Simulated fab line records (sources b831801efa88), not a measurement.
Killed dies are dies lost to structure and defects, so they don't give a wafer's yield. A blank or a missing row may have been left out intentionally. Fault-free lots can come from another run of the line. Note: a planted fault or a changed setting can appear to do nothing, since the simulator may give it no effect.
fab line records    flow sky130    part 2 of 2: steps 28 to 37 of 37
[record] lots = 5  wafers = 15  last-day = 50
route steps=708 shown METAL2@493 VIA2@507
lots that met no fault: taken from a fault-free run of the same line
start-h: the number of hours between the record's first day and the start of the first shown wafer of the lot    wait-h: hours since the lot's step before    " repeats the value in the row above    L1.1+2: a single row standing in for several wafers    - no value, or no start given    * or withheld: withheld    < > ~ a bound
route shown NAME@n: a module of which the file shows steps, and the number in the route of the first    usual: the fault-free wafers' mean and standard deviation    same: alike in all rows    chamber/n: place in a boat    sites: the reading at each site    _std_site: the values' standard deviation    _edge_site: mean of outer sites minus mean of inner sites    radius-mm: how far each site lies from the wafer's centre    mask NAME#n: copy n    behind: the tool/chamber that last shaped the wafer    hold: reason for holding the lot/hours on hold/outcome of the hold    device: names the non-switching transistor (n, p or np)    end of line: the tests these same wafers got at the end of their route    a step without rows: its recipe alone    killed: dies lost to structure and defects at the first sort, not the wafer's yield    map: the dies of a wafer, with x for killed, . for not killed, _ for no die there
set.NAME: the setting that was run; set.NAME@STEP: the one run at that earlier step    model.NAME: the simulator's own value behind a step, which no gauge read
lots at selected steps of the route; one table per step, one row per wafer
services: when a tool's chamber went out of use (start-h, in hours from the record's first day, below 0 if earlier), for how many hours, and the reason
[[steps]]
[step SKY_VIA2_OVL_MEAS_13]
[usual] VIA2_OVL = 0/5.3
lot.wafer  tool        chamber  start-h  wait-h  VIA2_OVL[nm]
L079.1     overlay-01  -        877.02   0.1     -1
L079.3     "           -        "        "       -3
L079.5     "           -        "        "       7
L080.3     overlay-02  -        917.63   0.1     -6
L080.5     "           -        "        "       -5
L080.6     "           -        "        "       -6
L086.2     overlay-02  -        932.60   0.1     2
L086.5     "           -        "        "       10
L086.6     "           -        "        "       -1
L089.2     overlay-01  -        952.58   0.1     4
L089.4     "           -        "        "       6
L089.6     "           -        "        "       10
L095.1     overlay-01  -        1008.17  0.1     4
L095.2     "           -        "        "       -1
L095.5     "           -        "        "       -2
[step SKY_VIA2_ETCH_14]
[recipe] chemistry = N2/H2  target = BARC  ion-energy-ev = 200  source-w = 500  bias-w = 100  pressure-mtorr = 30  n2-flow-sccm = 100  h2-flow-sccm = 200  stop-on = SiO2  time-s = 45.9  target-depth-a = 600
[usual] drypump-motor-current-A = 5.5/0.5  oes-product-au = 0.855/0.0047  throttle-valve-pct = 13.224/0.0095
lot.wafer  tool         chamber  start-h  wait-h  drypump-motor-current-A  oes-product-au  rf-hours-counter-h  throttle-valve-pct
L079.1     rie-diel-01  2        877.06   0.0     5.9                      0.852           9                   13.229
L079.3     "            0        "        "       5.3                      0.848           2                   13.238
L079.5     "            3        "        "       6.7                      0.853           -                   13.211
L080.3     rie-diel-04  1        917.66   0.0     5.6                      0.856           11                  13.223
L080.5     "            2        "        "       6.2                      0.857           -                   13.217
L080.6     "            1        "        "       5.6                      0.861           -                   13.232
L086.2     rie-diel-01  3        932.63   0.0     6.7                      0.850           8                   13.217
L086.5     "            0        "        "       5.3                      0.856           -                   13.241
L086.6     "            3        "        "       6.6                      0.864           -                   13.211
L089.2     rie-diel-01  3        952.61   0.0     6.7                      0.854           9                   13.229
L089.4     "            2        "        "       5.8                      0.847           12                  13.208
L089.6     "            3        "        "       6.7                      0.855           -                   13.216
L095.1     rie-diel-01  1        1008.20  0.0     5.6                      0.852           3                   13.209
L095.2     "            3        "        "       6.7                      0.857           11                  13.234
L095.5     "            1        "        "       5.6                      0.854           -                   13.217
[step SKY_VIA2_ETCH_15]
[recipe] target = SiO2  chemistry = C4F8/O2/Ar  target-depth-nm = 546  stop-on = TiN  mask-material = KrF-thick  source-w = 1500  bias-w = 1200  pressure-mtorr = 40  c4f8-flow-sccm = withheld  O2_flow_sccm = 6  Ar_flow_sccm = 300  time-s = 84
[usual] oes-product-au = 0.939/0.0044
lot.wafer  tool         chamber  start-h  wait-h  oes-product-au  rf-hours-counter-h
L079.1     rie-diel-01  2        877.10   0.0     0.938           9
L079.3     "            0        "        "       0.937           2
L079.5     "            3        "        "       0.940           -
L080.3     rie-diel-04  1        917.70   0.0     0.940           11
L080.5     "            2        "        "       0.942           -
L080.6     "            1        "        "       0.942           -
L086.2     rie-diel-01  3        932.68   0.0     0.941           8
L086.5     "            0        "        "       0.941           -
L086.6     "            3        "        "       0.940           -
L089.2     rie-diel-01  3        952.65   0.0     0.930           9
L089.4     "            2        "        "       0.935           12
L089.6     "            3        "        "       0.943           -
L095.1     rie-diel-01  1        1008.25  0.0     0.937           3
L095.2     "            3        "        "       0.938           11
L095.5     "            1        "        "       0.939           -
[step SKY_VIA2_STRIP_16]
[recipe] chemistry = O2/N2  power-w = 1400  pressure-mtorr = 1500  platen-temp-c = withheld  o2-flow-sccm = 3000  n2-flow-sccm = 300  overash-fraction = 0.5
[usual] drypump-motor-current-A = 5.5/0.38  o2-flow-sccm = 3000/9.1  oes-product-au = 0.398/0.0048  strip-time-to-endpoint-s = 4.03/0.035
lot.wafer  tool             chamber  start-h  wait-h  drypump-motor-current-A  o2-flow-sccm  oes-product-au  rf-hours-counter-h  strip-time-to-endpoint-s
L079.1     plasma-asher-04  0        877.17   0.0     5.8                      2994          0.395           45                  4.07
L079.3     "                1        "        "       6.1                      3027          0.392           -                   4.04
L079.5     "                0        "        "       5.8                      2998          0.398           -                   4.04
L080.3     plasma-asher-01  1        917.80   0.1     4.9                      3003          0.390           -                   4.00
L080.5     "                1        "        "       5.0                      3005          0.401           -                   3.99
L080.6     "                0        "        "       5.6                      2992          0.396           -                   3.99
L086.2     plasma-asher-02  0        932.74   0.0     5.4                      2992          0.402           82                  4.09
L086.5     "                1        "        "       5.2                      2993          0.391           -                   4.03
L086.6     "                0        "        "       5.4                      3004          0.400           -                   4.09
L089.2     plasma-asher-02  0        952.71   0.0     5.4                      2985          0.394           84                  4.08
L089.4     "                0        "        "       5.4                      2987          0.400           -                   4.06
L089.6     "                0        "        "       5.4                      3004          0.391           -                   4.08
L095.1     plasma-asher-01  0        1008.31  0.0     5.6                      2997          0.404           122                 3.98
L095.2     "                1        "        "       4.9                      3004          0.396           122                 4.03
L095.5     "                0        "        "       5.6                      2998          0.398           -                   3.99
[step SKY_VIA2_STRIP_17]
[recipe] chemistry = post-etch-residue-remover  time-s = 1200  temp-c = 72.5
lot.wafer   tool          chamber  start-h  wait-h
L079.1+3+5  wet-bench-04  3        877.27   0.1
L080.3+5+6  wet-bench-04  1        917.86   0.0
L086.2+5+6  wet-bench-04  0        932.84   0.1
L089.2+4+6  wet-bench-03  2        952.81   0.1
L095.1+2+5  wet-bench-03  2        1008.41  0.1
[step SKY_VIA2_CLEAN_18]
[recipe] chemistry = IPA  time-s = 180  temp-c = 25
lot.wafer   tool          chamber  start-h  wait-h
L079.1+3+5  wet-bench-01  1        877.64   0.0
L080.3+5+6  wet-bench-03  0        918.20   0.0
L086.2+5+6  wet-bench-03  0        933.18   0.0
L089.2+4+6  wet-bench-01  0        953.50   0.0
L095.1+2+5  wet-bench-01  1        1008.75  0.0
[step SKY_VIA2_CLEAN_19]
[recipe] chemistry = O3/DIW  dry = n2-spin
lot.wafer   tool          chamber  start-h  wait-h
L079.1+3+5  wet-bench-04  0        877.70   0.0
L080.3+5+6  wet-bench-04  3        918.26   0.0
L086.2+5+6  wet-bench-04  0        933.30   0.0
L089.2+4+6  wet-bench-03  0        953.55   0.0
L095.1+2+5  wet-bench-03  1        1008.81  0.0
[step SKY_VIA2_SPUTTER_20]
[recipe] material = TiN  target-thk-nm = 20  chamber-pressure-pa = 5  power-w = 4000  time-s = 80
[usual] throttle-valve-pct = 30.1/1.1
lot.wafer  tool            chamber  start-h  wait-h  throttle-valve-pct
L079.1     pvd-sputter-03  -        877.80   0.0     31.5
L079.3     "               -        "        "       28.1
L079.5     "               -        "        "       28.1
L080.3     pvd-sputter-01  -        918.35   0.0     28.7
L080.5     "               -        "        "       30.0
L080.6     "               -        "        "       28.6
L086.2     pvd-sputter-03  -        933.39   0.0     28.0
L086.5     "               -        "        "       30.0
L086.6     "               -        "        "       29.5
L089.2     pvd-sputter-03  -        953.74   0.0     28.0
L089.4     "               -        "        "       31.4
L089.6     "               -        "        "       27.7
L095.1     pvd-sputter-02  -        1008.90  0.0     29.3
L095.2     "               -        "        "       31.9
L095.5     "               -        "        "       30.4
[step SKY_VIA2_CVD_21]
[recipe] material = W  target-thk-nm = 420  time-s = 126.4  temp-c = 400  pressure-torr = 40
[usual] heater-power-w = 803/79
lot.wafer  tool      chamber  start-h  wait-h  heater-power-w  since-wet-clean-h
L079.1     cvd-w-02  1        877.86   0.0     853             974
L079.3     "         0        "        "       806             -
L079.5     "         1        "        "       809             -
L080.3     cvd-w-02  1        918.46   0.1     751             -
L080.5     "         1        "        "       787             -
L080.6     "         0        "        "       761             -
L086.2     cvd-w-01  0        933.45   0.0     965             529
L086.5     "         0        "        "       961             -
L086.6     "         1        "        "       710             -
L089.2     cvd-w-02  0        953.80   0.0     771             36
L089.4     "         1        "        "       759             -
L089.6     "         1        "        "       764             -
L095.1     cvd-w-02  0        1008.96  0.0     780             91
L095.2     "         0        "        "       781             -
L095.5     "         0        "        "       783             -
[step SKY_VIA2_RS_MEAS_22]
[recipe] thk-meas-gauge = four-point-probe  reads = W_of_VIA2_CVD_21+TiN_of_VIA2_SPUTTER_20
[usual] VIA2_W_RS = 0.271/0.0031
lot.wafer  tool           chamber  start-h  wait-h  VIA2_W_RS[ohm/sq]
L079.1     film-metro-03  -        877.99   0.1     0.280
L079.3     "              -        "        "       0.275
L079.5     "              -        "        "       0.276
L080.3     film-metro-04  -        918.59   0.1     0.268
L080.5     "              -        "        "       0.270
L080.6     "              -        "        "       0.275
L086.2     film-metro-03  -        933.60   0.1     0.270
L086.5     "              -        "        "       0.271
L086.6     "              -        "        "       0.266
L089.2     film-metro-02  -        953.95   0.1     0.276
L089.4     "              -        "        "       0.267
L089.6     "              -        "        "       0.268
L095.1     film-metro-03  -        1009.22  0.2     0.271
L095.2     "              -        "        "       0.272
L095.5     "              -        "        "       0.271
[[services]]
tool             chamber  start-h  hours  kind
rie-metal-03     0        815.85   2.1    repair
plasma-asher-02  -        828.09   0.5    repair
krf-scanner-01   -        834.42   0.8    pm
rie-diel-01      3        836.54   10.0   repair
krf-scanner-02   -        840.46   1.0    pm
krf-scanner-02   -        844.90   1.3    pm
cvd-w-02         0        857.65   3.9    repair
krf-scanner-02   -        860.70   3.0    pm
cmp-02           -        863.31   6.6    pm
krf-scanner-01   -        863.70   3.6    pm
krf-scanner-02   -        871.84   2.5    repair
wet-bench-04     -        890.73   1.1    repair
cvd-w-02         -        904.00   14.0   pm
wet-bench-01     -        918.19   6.9    repair
cmp-02           -        929.78   1.1    repair
krf-scanner-01   -        932.12   1.0    pm
krf-scanner-01   -        935.47   0.1    repair
krf-scanner-01   -        942.34   5.0    repair
krf-scanner-01   -        950.44   1.3    pm
rie-metal-04     -        975.93   14.6   pm
rie-metal-03     -        986.17   2.8    pm
krf-scanner-01   -        1003.27  0.8    pm
cvd-w-02         1        1003.52  10.5   repair
rie-diel-01      3        1008.91  8.8    repair
